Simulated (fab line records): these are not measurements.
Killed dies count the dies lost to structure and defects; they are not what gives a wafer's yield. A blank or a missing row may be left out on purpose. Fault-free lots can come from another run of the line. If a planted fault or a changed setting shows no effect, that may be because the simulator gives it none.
fab line records | flow sky130
record: lots: 5 | wafers: 15 | last-day: 49
route steps=708 shown RES_PROTECT@207 POLY_GATE@213
lots that met no fault: from a run of the same line without faults
start-h: start of the lot's first displayed wafer, in hours after the record's first day | wait-h: hours elapsed since this lot's preceding step | " identical to the entry in the row above | L1.1+2: a row that stands for several wafers | - no value present, or no start provided | * or withheld: withheld | < > ~ a bound
route shown NAME@n: a module of which the file shows steps, and the number in the route of the first | usual: mean and standard deviation over wafers with no fault | same: alike in all rows | chamber/n: place in a boat | sites: readings site by site | _std_site: standard deviation across them | _edge_site: mean of outer sites minus mean of inner sites | radius-mm: for every site, how far away it sits from the centre of the wafer | mask NAME#n: copy n | behind: tool/chamber where the wafer was last shaped | hold: the reason the lot was held/the length of the hold in hours/how it ended | device: names the non-switching transistor (n, p or np) | end of line: the route-end tests of the same wafers | a step given without rows: its recipe and nothing more | killed: dies lost to structure and defects at the first sort, not the wafer's yield | map: a wafer's dies, x killed, . not, _ none there
set.NAME: the setting that was run; set.NAME@STEP: the one run at that earlier step | model.NAME: the simulator's own value behind a step, which no gauge read
lots at selected steps of the route; one table per step, one row per wafer
services: a tool's chamber out of use, with start hour (start-h, from the record's first day; less than 0 if before it), hours out, and reason
== steps ==
step: SKY_RES_PROTECT_HMDS_01
recipe: prime-time-s: 60 | prime-temp-c: 120
usual: exhaust-pa: 45.0/1
lot.wafer | tool           | chamber | start-h | wait-h | exhaust-pa
L077.1    | litho-track-02 | 0       | 354.04  | 0.1    | 43.3
L077.4    | "              | 0       | "       | "      | 43.6
L077.5    | "              | 0       | "       | "      | 43.6
L078.2    | litho-track-04 | 0       | 356.43  | 0.1    | 45.5
L078.3    | "              | 0       | "       | "      | 46.4
L078.4    | "              | 0       | "       | "      | 44.7
L081.1    | litho-track-02 | 0       | 390.99  | 0.1    | 43.9
L081.2    | "              | 0       | "       | "      | 43.4
L081.4    | "              | 0       | "       | "      | 45.1
L085.2    | litho-track-04 | 0       | 432.78  | 0.1    | 43.3
L085.3    | "              | 0       | "       | "      | 45.2
L085.6    | "              | 0       | "       | "      | 45.7
L094.1    | litho-track-03 | 0       | 495.12  | 0.1    | 45.3
L094.3    | "              | 0       | "       | "      | 45.4
L094.5    | "              | 0       | "       | "      | 45.1
step: SKY_RES_PROTECT_COAT_02
recipe: resist: NOVOLAK | spin-rpm: 3000 | resist-thk-nm: 1140
usual: exhaust-pa: 45.0/0.98
lot.wafer | tool           | chamber | start-h | wait-h | exhaust-pa
L077.1    | litho-track-02 | 0       | 354.19  | 0.1    | 45.8
L077.4    | "              | 0       | "       | "      | 47.7
L077.5    | "              | 0       | "       | "      | 45.5
L078.2    | litho-track-04 | 0       | 356.58  | 0.1    | 45.8
L078.3    | "              | 0       | "       | "      | 45.9
L078.4    | "              | 0       | "       | "      | 44.5
L081.1    | litho-track-02 | 0       | 391.14  | 0.1    | 43.8
L081.2    | "              | 0       | "       | "      | 44.4
L081.4    | "              | 0       | "       | "      | 45.3
L085.2    | litho-track-04 | 0       | 432.93  | 0.1    | 44.5
L085.3    | "              | 0       | "       | "      | 45.6
L085.6    | "              | 0       | "       | "      | 44.9
L094.1    | litho-track-03 | 0       | 495.27  | 0.1    | 43.3
L094.3    | "              | 0       | "       | "      | 44.4
L094.5    | "              | 0       | "       | "      | 43.6
step: SKY_RES_PROTECT_SOFTBAKE_03
recipe: temp-c: 90 | time-s: 60 | resist: NOVOLAK
usual: exhaust-pa: 45.1/0.85
lot.wafer | tool           | chamber | start-h | wait-h | exhaust-pa
L077.1    | litho-track-02 | 0       | 354.34  | 0.1    | 46.2
L077.4    | "              | 0       | "       | "      | 45.6
L077.5    | "              | 0       | "       | "      | 46.2
L078.2    | litho-track-04 | 0       | 356.73  | 0.1    | 45.4
L078.3    | "              | 0       | "       | "      | 45.9
L078.4    | "              | 0       | "       | "      | 45.4
L081.1    | litho-track-02 | 0       | 391.29  | 0.1    | 45.6
L081.2    | "              | 0       | "       | "      | 45.5
L081.4    | "              | 0       | "       | "      | 45.3
L085.2    | litho-track-04 | 0       | 433.08  | 0.1    | 44.5
L085.3    | "              | 0       | "       | "      | 44.3
L085.6    | "              | 0       | "       | "      | 44.8
L094.1    | litho-track-03 | 0       | 495.42  | 0.1    | 45.7
L094.3    | "              | 0       | "       | "      | 44.9
L094.5    | "              | 0       | "       | "      | 44.9
step: SKY_RES_PROTECT_EXPOSE_04
recipe: mask-id: RPM | na: 0.6 | source-shape: conventional | sigma-outer: 0.6 | polarization: unpolarized | target-cd-nm: 1270 | dose-mj: 131
usual: exposure-dose-mJ-cm2: 131.00/0.12 | reticle-temp-C: 23.00/0.1
same: sigma-outer: 0.6
lot.wafer | tool             | chamber | start-h | wait-h | mask  | exposure-dose-mJ-cm2 | reticle-temp-C
L077.1    | iline-stepper-02 | 0       | -       | -      | RPM#0 | 130.66               | 22.96
L077.4    | "                | 0       | "       | "      | RPM#0 | 130.93               | 23.05
L077.5    | "                | 0       | "       | "      | RPM#0 | 130.74               | 22.92
L078.2    | iline-stepper-02 | 0       | -       | -      | RPM#0 | 131.16               | 23.13
L078.3    | "                | 0       | "       | "      | RPM#0 | 131.09               | 23.08
L078.4    | "                | 0       | "       | "      | RPM#0 | 131.04               | 22.94
L081.1    | iline-stepper-02 | 0       | -       | -      | RPM#0 | 131.07               | 22.94
L081.2    | "                | 0       | "       | "      | RPM#0 | 131.10               | 22.85
L081.4    | "                | 0       | "       | "      | RPM#0 | 131.09               | 22.90
L085.2    | iline-stepper-01 | 0       | -       | -      | RPM#0 | 130.97               | 23.15
L085.3    | "                | 0       | "       | "      | RPM#0 | 130.93               | 23.12
L085.6    | "                | 0       | "       | "      | RPM#0 | 130.96               | 22.99
L094.1    | iline-stepper-01 | 0       | -       | -      | RPM#0 | 130.91               | 22.88
L094.3    | "                | 0       | "       | "      | RPM#0 | 130.93               | 22.96
L094.5    | "                | 0       | "       | "      | RPM#0 | 130.85               | 22.83
step: SKY_RES_PROTECT_PEB_05
recipe: temp-c: withheld | time-s: * | resist: NOVOLAK
usual: exhaust-pa: 45.0/0.88
lot.wafer | tool           | chamber | start-h | wait-h | exhaust-pa
L077.1    | litho-track-04 | 0       | -       | -      | 45.6
L077.4    | "              | 0       | "       | "      | 43.6
L077.5    | "              | 0       | "       | "      | 45.4
L078.2    | litho-track-04 | 0       | -       | -      | 44.1
L078.3    | "              | 0       | "       | "      | 44.4
L078.4    | "              | 0       | "       | "      | 45.7
L081.1    | litho-track-02 | 0       | -       | -      | 46.1
L081.2    | "              | 0       | "       | "      | 46.6
L081.4    | "              | 0       | "       | "      | 45.3
L085.2    | litho-track-03 | 0       | -       | -      | 46.1
L085.3    | "              | 0       | "       | "      | 45.8
L085.6    | "              | 0       | "       | "      | 46.2
L094.1    | litho-track-04 | 0       | -       | -      | 44.2
L094.3    | "              | 0       | "       | "      | 45.1
L094.5    | "              | 0       | "       | "      | 44.5
step: SKY_RES_PROTECT_DEVELOP_06
recipe: resist: NOVOLAK | developer: TMAH | develop-time-s: 60 | dev-temp-c: 23
usual: exhaust-pa: 45.0/0.91
lot.wafer | tool           | chamber | start-h | wait-h | exhaust-pa
L077.1    | litho-track-04 | 0       | 368.71  | 0.1    | 45.7
L077.4    | "              | 0       | "       | "      | 44.1
L077.5    | "              | 0       | "       | "      | 46.3
L078.2    | litho-track-04 | 0       | 371.08  | 0.1    | 45.8
L078.3    | "              | 0       | "       | "      | 45.6
L078.4    | "              | 0       | "       | "      | 46.2
L081.1    | litho-track-02 | 0       | 405.99  | 0.1    | 45.4
L081.2    | "              | 0       | "       | "      | 43.6
L081.4    | "              | 0       | "       | "      | 43.8
L085.2    | litho-track-03 | 0       | 447.59  | 0.1    | 42.7
L085.3    | "              | 0       | "       | "      | 43.1
L085.6    | "              | 0       | "       | "      | 42.7
L094.1    | litho-track-04 | 0       | 510.11  | 0.1    | 44.7
L094.3    | "              | 0       | "       | "      | 44.2
L094.5    | "              | 0       | "       | "      | 45.6
step: SKY_POLY_GATE_IMPLANT_02
recipe: species: P | energy-kev: 30 | dose-cm2: 7.7e+15 | tilt-deg: 0
usual: end-station-pressure-torr: 1.14e-05/1.3e-06
lot.wafer | tool         | chamber | start-h | wait-h | end-station-pressure-torr
L077.1    | implanter-02 | 0       | 368.86  | 0.1    | 1.18e-05
L077.4    | "            | 0       | "       | "      | 1.16e-05
L077.5    | "            | 0       | "       | "      | 1.19e-05
L078.2    | implanter-02 | 0       | 371.23  | 0.1    | 1.27e-05
L078.3    | "            | 0       | "       | "      | 1.21e-05
L078.4    | "            | 0       | "       | "      | 1.31e-05
L081.1    | implanter-03 | 0       | 406.14  | 0.1    | 9.7e-06
L081.2    | "            | 0       | "       | "      | 1.03e-05
L081.4    | "            | 0       | "       | "      | 1.01e-05
L085.2    | implanter-02 | 0       | 447.74  | 0.1    | 1.22e-05
L085.3    | "            | 0       | "       | "      | 1.25e-05
L085.6    | "            | 0       | "       | "      | 1.3e-05
L094.1    | implanter-02 | 0       | 510.26  | 0.1    | 1.23e-05
L094.3    | "            | 0       | "       | "      | 1.38e-05
L094.5    | "            | 0       | "       | "      | 1.41e-05
step: SKY_RES_PROTECT_STRIP_07
recipe: chemistry: O2/N2 | power-w: 1400 | pressure-mtorr: 1500 | platen-temp-c: withheld | o2-flow-sccm: 3000 | n2-flow-sccm: 300 | overash-fraction: 0.5
usual: drypump-motor-current-A: 5.8/0.46 | oes-product-au: 0.518/0.0046 | strip-time-to-endpoint-s: 23.27/0.033
lot.wafer | tool            | chamber | start-h | wait-h | drypump-motor-current-A | oes-product-au | rf-hours-counter-h | strip-time-to-endpoint-s
L077.1    | plasma-asher-02 | 1       | 369.01  | 0.1    | 6.2                     | 0.524          | 53                 | 23.33
L077.4    | "               | 1       | "       | "      | 6.2                     | 0.504          | -                  | 23.30
L077.5    | "               | 0       | "       | "      | 5.5                     | 0.519          | -                  | 23.30
L078.2    | plasma-asher-01 | 0       | 371.36  | 0.1    | 6.2                     | 0.523          | 25                 | 23.33
L078.3    | "               | 1       | "       | "      | 5.1                     | 0.523          | -                  | 23.26
L078.4    | "               | 0       | "       | "      | 6.2                     | 0.518          | -                  | 23.29
L081.1    | plasma-asher-04 | 1       | 406.29  | 0.1    | 6.1                     | 0.512          | 71                 | 23.32
L081.2    | "               | 0       | "       | "      | 6.0                     | 0.515          | 71                 | 23.33
L081.4    | "               | 0       | "       | "      | 6.1                     | 0.522          | -                  | 23.29
L085.2    | plasma-asher-02 | 1       | 447.87  | 0.1    | 6.2                     | 0.513          | 62                 | 23.35
L085.3    | "               | 1       | "       | "      | 6.2                     | 0.521          | -                  | 23.27
L085.6    | "               | 0       | "       | "      | 5.5                     | 0.520          | -                  | 23.30
L094.1    | plasma-asher-04 | 0       | 510.41  | 0.1    | 6.1                     | 0.512          | 2                  | 23.24
L094.3    | "               | 1       | "       | "      | 6.2                     | 0.525          | -                  | 23.23
L094.5    | "               | 1       | "       | "      | 6.2                     | 0.518          | -                  | 23.27
step: SKY_RES_PROTECT_TW_MEAS_08
usual: POLY_GATE_TW: 4060/47
lot.wafer | tool          | chamber | start-h | wait-h | POLY_GATE_TW
L077.1    | film-metro-01 | -       | 369.11  | 0.1    | 3997
L077.4    | "             | -       | "       | "      | 3964
L077.5    | "             | -       | "       | "      | 3982
L078.2    | film-metro-03 | -       | 371.47  | 0.1    | 4131
L078.3    | "             | -       | "       | "      | 4112
L078.4    | "             | -       | "       | "      | 4111
L081.1    | film-metro-01 | -       | 406.39  | 0.1    | 3961
L081.2    | "             | -       | "       | "      | 3999
L081.4    | "             | -       | "       | "      | 3989
L085.2    | film-metro-04 | -       | 447.98  | 0.1    | 4083
L085.3    | "             | -       | "       | "      | 4060
L085.6    | "             | -       | "       | "      | 4078
L094.1    | film-metro-03 | -       | 510.51  | 0.1    | 4115
L094.3    | "             | -       | "       | "      | 4107
L094.5    | "             | -       | "       | "      | 4094
step: SKY_RES_PROTECT_CLEAN_09
recipe: chemistry: SC1/SC2 | mix: 1:4:20 | temp-c: 70 | time-s: 150 | dry: n2-spin
lot.wafer  | tool         | chamber | start-h | wait-h
L077.1+4+5 | wet-bench-01 | 2       | 369.17  | 0.1
L078.2+3+4 | wet-bench-01 | 1       | 371.52  | 0.0
L081.1+2+4 | wet-bench-01 | 1       | 406.45  | 0.1
L085.2+3+6 | wet-bench-03 | 1       | 448.03  | 0.0
L094.1+3+5 | wet-bench-03 | 2       | 510.57  | 0.1
step: SKY_POLY_GATE_CVD_03
recipe: material: Si3N4 | precursor: DCS/NH3 | target-thk-nm: 75 | temp-c: 770 | time-s: 1290 | pressure-mtorr: 250
lot.wafer  | tool     | chamber | start-h | wait-h
L077.1+4+5 | lpcvd-02 | 0       | 370.34  | 1.1
L078.2+3+4 | lpcvd-02 | 1       | 371.70  | 0.1
L081.1+2+4 | lpcvd-02 | 0       | 406.50  | 0.0
L085.2+3+6 | lpcvd-02 | 0       | 455.36  | 7.3
L094.1+3+5 | lpcvd-02 | 1       | 510.96  | 0.3
step: SKY_POLY_GATE_THK_MEAS_04
recipe: reads: Si3N4_of_POLY_GATE_CVD_03
usual: POLY_GATE_CVD_03_THK: 74.6/0.7
lot.wafer | tool          | chamber | start-h | wait-h | POLY_GATE_CVD_03_THK[nm]
L077.1    | film-metro-01 | -       | 371.70  | 0.0    | 73.1
L077.4    | "             | -       | "       | "      | 73.8
L077.5    | "             | -       | "       | "      | 73.2
L078.2    | film-metro-02 | -       | 373.07  | 0.0    | 75.5
L078.3    | "             | -       | "       | "      | 74.9
L078.4    | "             | -       | "       | "      | 75.3
L081.1    | film-metro-04 | -       | 407.85  | 0.0    | 73.7
L081.2    | "             | -       | "       | "      | 73.8
L081.4    | "             | -       | "       | "      | 73.5
L085.2    | film-metro-04 | -       | 456.73  | 0.0    | 74.6
L085.3    | "             | -       | "       | "      | 74.5
L085.6    | "             | -       | "       | "      | 74.4
L094.1    | film-metro-02 | -       | 512.32  | 0.0    | 74.2
L094.3    | "             | -       | "       | "      | 75.1
L094.5    | "             | -       | "       | "      | 74.5
step: SKY_POLY_GATE_DEHYDRATE_05
recipe: temp-c: 200 | time-s: 60
usual: exhaust-pa: 45.0/1
lot.wafer | tool           | chamber | start-h | wait-h | exhaust-pa
L077.1    | litho-track-03 | 0       | 384.62  | 12.9   | 46.0
L077.4    | "              | 0       | "       | "      | 45.0
L077.5    | "              | 0       | "       | "      | 44.2
L078.2    | litho-track-04 | 0       | 386.58  | 13.5   | 43.9
L078.3    | "              | 0       | "       | "      | 44.6
L078.4    | "              | 0       | "       | "      | 45.7
L081.1    | litho-track-03 | 0       | 421.42  | 13.6   | 45.3
L081.2    | "              | 0       | "       | "      | 45.2
L081.4    | "              | 0       | "       | "      | 45.1
L085.2    | litho-track-01 | 0       | 471.53  | 14.8   | 44.1
L085.3    | "              | 0       | "       | "      | 45.8
L085.6    | "              | 0       | "       | "      | 44.9
L094.1    | litho-track-04 | 0       | 527.11  | 14.8   | 45.1
L094.3    | "              | 0       | "       | "      | 46.2
L094.5    | "              | 0       | "       | "      | 44.6
step: SKY_POLY_GATE_HMDS_06
recipe: prime-time-s: 60 | prime-temp-c: 120
usual: exhaust-pa: 45.0/0.94
lot.wafer | tool           | chamber | start-h | wait-h | exhaust-pa
L077.1    | litho-track-03 | 0       | 384.77  | 0.1    | 42.9
L077.4    | "              | 0       | "       | "      | 43.9
L077.5    | "              | 0       | "       | "      | 44.5
L078.2    | litho-track-04 | 0       | 386.73  | 0.1    | 44.7
L078.3    | "              | 0       | "       | "      | 45.2
L078.4    | "              | 0       | "       | "      | 45.3
L081.1    | litho-track-03 | 0       | 421.57  | 0.1    | 44.8
L081.2    | "              | 0       | "       | "      | 45.7
L081.4    | "              | 0       | "       | "      | 44.4
L085.2    | litho-track-01 | 0       | 471.68  | 0.1    | 46.3
L085.3    | "              | 0       | "       | "      | 45.4
L085.6    | "              | 0       | "       | "      | 45.6
L094.1    | litho-track-04 | 0       | 527.26  | 0.1    | 44.4
L094.3    | "              | 0       | "       | "      | 46.0
L094.5    | "              | 0       | "       | "      | 44.3
== services ==
tool             | chamber | start-h | hours | kind
plasma-asher-04  | -       | 337.57  | 2.8   | pm
implanter-02     | -       | 353.10  | 2.1   | repair
iline-stepper-02 | -       | 357.99  | 1.7   | pm
implanter-02     | -       | 376.30  | 1.7   | repair
lpcvd-02         | -       | 393.05  | 6.1   | pm
implanter-02     | -       | 397.41  | 2.3   | repair
wet-bench-01     | -       | 420.34  | 0.6   | repair
plasma-asher-04  | -       | 421.25  | 9.0   | pm
plasma-asher-04  | 0       | 421.25  | 9.0   | vent-cycle
plasma-asher-04  | 1       | 421.25  | 9.0   | vent-cycle
plasma-asher-04  | 0       | 430.25  | -     | clean
plasma-asher-04  | 1       | 430.25  | -     | clean
plasma-asher-04  | -       | 433.29  | 64.4  | repair
wet-bench-01     | -       | 437.40  | 2.0   | repair
implanter-03     | -       | 440.16  | 0.8   | repair
lpcvd-02         | -       | 467.79  | 2.8   | pm
plasma-asher-02  | -       | 480.62  | 32.9  | repair
plasma-asher-01  | -       | 502.62  | 7.2   | repair
wet-bench-03     | -       | 503.27  | 1.7   | repair
== key ==
fault none
